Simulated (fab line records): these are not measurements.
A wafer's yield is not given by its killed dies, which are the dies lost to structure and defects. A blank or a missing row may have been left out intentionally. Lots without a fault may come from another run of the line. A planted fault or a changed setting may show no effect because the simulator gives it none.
2 desks, one fault / flow gf180mcu / every desk sees just its own numbers, and what lay behind them comes last

== FOR THE TOOL OWNER'S DESK: plasma-asher-02 ==
The tool's own readings at GF_HV_LDD_STRIP_22 (strips in O2/N2): means of the sampled wafers that have a number, for each lot that ran on this tool. The brackets show how far a lot's mean lies from the usual mean; more than 4 standard deviations puts the lot out of limits, marked OUT.
Columns: A = drypump-motor-current-A at GF_HV_LDD_STRIP_22, usual 5.92 A; B = heater-power-w at GF_HV_LDD_STRIP_22, usual 340 W; C = o2-flow-sccm at GF_HV_LDD_STRIP_22, usual 2998 sccm; D = oes-product-au at GF_HV_LDD_STRIP_22, usual 0.716 a.u.; E = strip-time-to-endpoint-s at GF_HV_LDD_STRIP_22, usual 12.63 s
lot=L944; first seen here=day 10 12:35; A=6.11; B=362; C=2993; D=0.715; E=12.59
lot=L948; first seen here=day 12 01:40; A=6.03; B=332; C=3001; D=0.716; E=12.59
lot=L949; first seen here=day 12 05:54; A=6.03; B=330; C=3007; D=0.718; E=12.70
lot=L950; first seen here=day 12 10:41; A=6.08; B=356; C=2989; D=0.717; E=12.71
lot=L952; first seen here=day 13 05:14; A=6.12; B=352; C=2991; D=0.717; E=12.60
lot=L953; first seen here=day 13 12:32; A=6.04; B=335; C=2998; D=0.720; E=12.59
lot=L955; first seen here=day 14 05:47; A=6.04; B=332; C=3003; D=0.715; E=12.59
lot=L956; first seen here=day 14 10:06; A=6.10; B=356; C=2988; D=0.714; E=12.61
lot=L959; first seen here=day 15 15:47; A=6.03; B=332; C=2400 (-70) OUT; D=0.706; E=12.75
lot=L960; first seen here=day 15 18:26; A=6.02; B=327; C=2401 (-70) OUT; D=0.709; E=12.74
lot=L967; first seen here=day 18 01:53; A=6.03; B=332; C=3003; D=0.709; E=12.68
Finding of this desk: L959, L960 out of limits; the first was L959 at day 15 15:47, on o2-flow-sccm at GF_HV_LDD_STRIP_22. L944, L948, L949, L950, L952, L953, L955, L956, L967 stayed within limits.

== THE METROLOGY DESK ==
What the gauges read for every lot (on any tool): the sampled wafers with a number, averaged. The brackets show how far a lot's mean lies from the usual mean; more than 4 standard deviations puts the lot out of limits, marked OUT.
Columns: A = V1_W_RS at GF_V1_RS_MEAS_24, usual 0.329 ohm/sq; B = V2_CVD_00_THK at GF_V2_THK_MEAS_01, usual 601 nm
lot=L944; first seen here=day 17 21:15; A=0.326; B=609
lot=L945; first seen here=day 18 11:58; A=0.323; B=611
lot=L946; first seen here=day 18 22:44; A=0.330; B=604
lot=L948; first seen here=day 19 18:37; A=0.330; B=591
lot=L949; first seen here=day 20 00:59; A=0.331; B=602
lot=L950; first seen here=day 20 04:43; A=0.328; B=606
lot=L952; first seen here=day 21 04:19; A=0.331; B=604
lot=L953; first seen here=day 21 11:01; A=0.332; B=604
lot=L955; first seen here=day 22 09:50; A=0.327; B=605
lot=L956; first seen here=day 22 18:15; A=0.333; B=602
lot=L959; first seen here=day 23 21:14; A=0.333; B=597
lot=L960; first seen here=day 24 01:10; A=0.322; B=603
lot=L967; first seen here=day 26 06:55; A=0.332; B=596
Result from this desk: across the 13 lots, nothing is out of limits.

== BROUGHT TOGETHER ==
The tool owner's desk could have raised an alarm at day 15 15:47, on L959, L960.
Nothing out of limits was seen by the metrology desk.
The metrology desk has L959, L960 on record, within its limits.
On plasma-asher-02, each named lot ran GF_HV_LDD_STRIP_22.

== WHAT THE SIMULATOR PUT IN ==
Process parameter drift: plasma-asher-02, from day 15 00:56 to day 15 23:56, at GF_HV_LDD_STRIP_22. The setting o2-flow-sccm was moved by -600, starting from 3000. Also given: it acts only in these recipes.
Shown lots that were struck: L959, L960.
Each desk's first reading out of limits, in hours after the fault started: the tool owner's desk, 15.
